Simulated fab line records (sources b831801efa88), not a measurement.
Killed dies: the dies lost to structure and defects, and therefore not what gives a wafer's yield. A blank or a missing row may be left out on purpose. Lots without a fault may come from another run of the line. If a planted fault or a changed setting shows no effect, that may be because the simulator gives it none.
Split-lot experiment / flow sfq-line / 23 wafers read from 5 lots, route of 325 steps

THE SPLIT ITSELF
At SFQ_TRILAYER_M6_DEP_SPUTTER_157 (material Nb, target thk 200 nm, time 133.3 s), the setting time-s was moved away from the recipe's 133.3 s on 5 of the 23 wafers read, by +11.0% to +14.0%. For the rest of the wafers, this setting stayed at what the recipe calls for.

FROM THE SPLIT TO THE READING: what the file shows between them, 3 steps
- SFQ_M6_RS_MEAS_938: measures by four-point-probe
- SFQ_TRILAYER_M6_LITHO_COAT_164: resist thk 62 nm
- SFQ_TRILAYER_M6_BARC_OPEN_METAL_ETCH_206: etches BARC in O2, target depth 125 nm, time 41.7 s

THE READING
oes-product-au, in a.u., at SFQ_TRILAYER_M6_ETCH_METAL_ETCH_162 (etches Nb in Cl2/Ar, stops on SiO2, target depth 240 nm, time 120 s). Fault-free wafers of this fab line usually give 0.897 a.u., standard deviation 0.0067 a.u.

wafer=L075.2; tool, chamber at the split=pvd-sputter-06, -; time-s as run, s=133.3; against the recipe=recipe; oes-product-au, a.u.=0.895; against lot-mates on the recipe=-
wafer=L075.5; tool, chamber at the split=pvd-sputter-06, -; time-s as run, s=133.3; against the recipe=recipe; oes-product-au, a.u.=0.884; against lot-mates on the recipe=-
wafer=L075.6; tool, chamber at the split=pvd-sputter-06, -; time-s as run, s=133.3; against the recipe=recipe; oes-product-au, a.u.=0.906; against lot-mates on the recipe=-
wafer=L078.1; tool, chamber at the split=pvd-sputter-05, -; time-s as run, s=133.3; against the recipe=recipe; oes-product-au, a.u.=0.892; against lot-mates on the recipe=-
wafer=L078.2; tool, chamber at the split=pvd-sputter-05, -; time-s as run, s=133.3; against the recipe=recipe; oes-product-au, a.u.=0.891; against lot-mates on the recipe=-
wafer=L078.3; tool, chamber at the split=pvd-sputter-05, -; time-s as run, s=151.9; against the recipe=+14.0%; oes-product-au, a.u.=0.962; against lot-mates on the recipe=+0.071
wafer=L078.4; tool, chamber at the split=pvd-sputter-05, -; time-s as run, s=151.9; against the recipe=+14.0%; oes-product-au, a.u.=0.970; against lot-mates on the recipe=+0.079
wafer=L078.5; tool, chamber at the split=pvd-sputter-05, -; time-s as run, s=151.9; against the recipe=+14.0%; oes-product-au, a.u.=0.968; against lot-mates on the recipe=+0.077
wafer=L081.1; tool, chamber at the split=pvd-sputter-03, -; time-s as run, s=147.9; against the recipe=+11.0%; oes-product-au, a.u.=0.948; against lot-mates on the recipe=+0.050
wafer=L081.2; tool, chamber at the split=pvd-sputter-03, -; time-s as run, s=133.3; against the recipe=recipe; oes-product-au, a.u.=0.900; against lot-mates on the recipe=-
wafer=L081.3; tool, chamber at the split=pvd-sputter-03, -; time-s as run, s=133.3; against the recipe=recipe; oes-product-au, a.u.=0.901; against lot-mates on the recipe=-
wafer=L081.4; tool, chamber at the split=pvd-sputter-03, -; time-s as run, s=133.3; against the recipe=recipe; oes-product-au, a.u.=0.892; against lot-mates on the recipe=-
wafer=L081.5; tool, chamber at the split=pvd-sputter-03, -; time-s as run, s=147.9; against the recipe=+11.0%; oes-product-au, a.u.=0.951; against lot-mates on the recipe=+0.053
wafer=L083.2; tool, chamber at the split=pvd-sputter-05, -; time-s as run, s=133.3; against the recipe=recipe; oes-product-au, a.u.=0.900; against lot-mates on the recipe=-
wafer=L083.3; tool, chamber at the split=pvd-sputter-05, -; time-s as run, s=133.3; against the recipe=recipe; oes-product-au, a.u.=0.899; against lot-mates on the recipe=-
wafer=L083.4; tool, chamber at the split=pvd-sputter-05, -; time-s as run, s=133.3; against the recipe=recipe; oes-product-au, a.u.=0.901; against lot-mates on the recipe=-
wafer=L083.5; tool, chamber at the split=pvd-sputter-05, -; time-s as run, s=133.3; against the recipe=recipe; oes-product-au, a.u.=0.900; against lot-mates on the recipe=-
wafer=L083.6; tool, chamber at the split=pvd-sputter-05, -; time-s as run, s=133.3; against the recipe=recipe; oes-product-au, a.u.=0.890; against lot-mates on the recipe=-
wafer=L085.1; tool, chamber at the split=pvd-sputter-03, -; time-s as run, s=133.3; against the recipe=recipe; oes-product-au, a.u.=0.903; against lot-mates on the recipe=-
wafer=L085.2; tool, chamber at the split=pvd-sputter-03, -; time-s as run, s=133.3; against the recipe=recipe; oes-product-au, a.u.=0.901; against lot-mates on the recipe=-
wafer=L085.3; tool, chamber at the split=pvd-sputter-03, -; time-s as run, s=133.3; against the recipe=recipe; oes-product-au, a.u.=0.887; against lot-mates on the recipe=-
wafer=L085.5; tool, chamber at the split=pvd-sputter-03, -; time-s as run, s=133.3; against the recipe=recipe; oes-product-au, a.u.=0.902; against lot-mates on the recipe=-
wafer=L085.6; tool, chamber at the split=pvd-sputter-03, -; time-s as run, s=133.3; against the recipe=recipe; oes-product-au, a.u.=0.892; against lot-mates on the recipe=-

THE FIT
A straight line over all 23 wafers: oes-product-au changes by +0.00498 a.u. for each +1% of time-s; r = +0.98; the points scatter about the line by 0.0057 a.u.
The same after taking each lot's own level away (the mean of its wafers on the recipe; 23 wafers): +0.00521 a.u. for each +1%; r = +0.98; scatter 0.0057 a.u.
The reading moves by 0.073 a.u. for the largest change in time-s, on that fit.
The span of the lots' own levels, 0.8915 to 0.8980 a.u., comes to 1.0 times the standard deviation stated above.
Consequently the slope shifts little with the lot-to-lot level, the two slopes agreeing.
Check: +0.0731 a.u. against its lot-mates is what the line predicts for one of the wafers moved furthest among these (+14.0%) when that wafer is left out of the fit. It came out at +0.0705 a.u. against them.

THESE WAFERS: OTHER SPLITS
Before the reading, these wafers also passed through other splits. Each is held against what the fit with the lots' levels taken away leaves over:
other split on the same wafers=SFQ_TRILAYER_M3_LITHO_PEB_078 peb-temp-c; wafers away from the commonest value=8; r with oes-product-au (lot level and that fit taken away)=+0.00
other split on the same wafers=SFQ_TRILAYER_M3_ETCH_METAL_ETCH_078 time-s; wafers away from the commonest value=2; r with oes-product-au (lot level and that fit taken away)=-0.04
other split on the same wafers=SFQ_TRILAYER_I3_VIA_LITHO_EXPOSE_086 dose-mj; wafers away from the commonest value=4; r with oes-product-au (lot level and that fit taken away)=-0.24
other split on the same wafers=SFQ_TRILAYER_M4_LITHO_COAT_098 resist-thk-nm; wafers away from the commonest value=8; r with oes-product-au (lot level and that fit taken away)=-0.04
other split on the same wafers=SFQ_TRILAYER_I4_VIA_LITHO_COAT_103 spin-rpm; wafers away from the commonest value=10; r with oes-product-au (lot level and that fit taken away)=-0.32
other split on the same wafers=SFQ_TRILAYER_R5_LITHO_COAT_141 resist-thk-nm; wafers away from the commonest value=7; r with oes-product-au (lot level and that fit taken away)=+0.18
other split on the same wafers=SFQ_TRILAYER_R5_LITHO_PEB_139 peb-time-s; wafers away from the commonest value=8; r with oes-product-au (lot level and that fit taken away)=+0.32

THE WHOLE CHAIN: every reading that the file lists as answering this split, in the file's order
step=SFQ_TRILAYER_M6_DEP_SPUTTER_157; what it does=material Nb, target thk 200 nm, time 133.3 s; reading=Nb_of_TRILAYER_M6_DEP_SPUTTER_157.thk-nm (the simulator's own value, which no gauge read); change (the file's fit)=+1.94 nm for each +1% of the setting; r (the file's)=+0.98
step=SFQ_M6_RS_MEAS_938; what it does=measures by four-point-probe; reading=M6_NB_RS; change (the file's fit)=-0.00764 for each +1% of the setting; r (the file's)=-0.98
step=SFQ_TRILAYER_M6_ETCH_METAL_ETCH_162; what it does=etches Nb in Cl2/Ar, stops on SiO2, target depth 240 nm, time 120 s; reading=oes-product-au; change (the file's fit)=+0.00514 a.u. for each +1% of the setting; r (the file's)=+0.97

THE FILE'S OWN FIT
oes-product-au changes by +0.00514 a.u. for each +1% of time-s, r = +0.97.
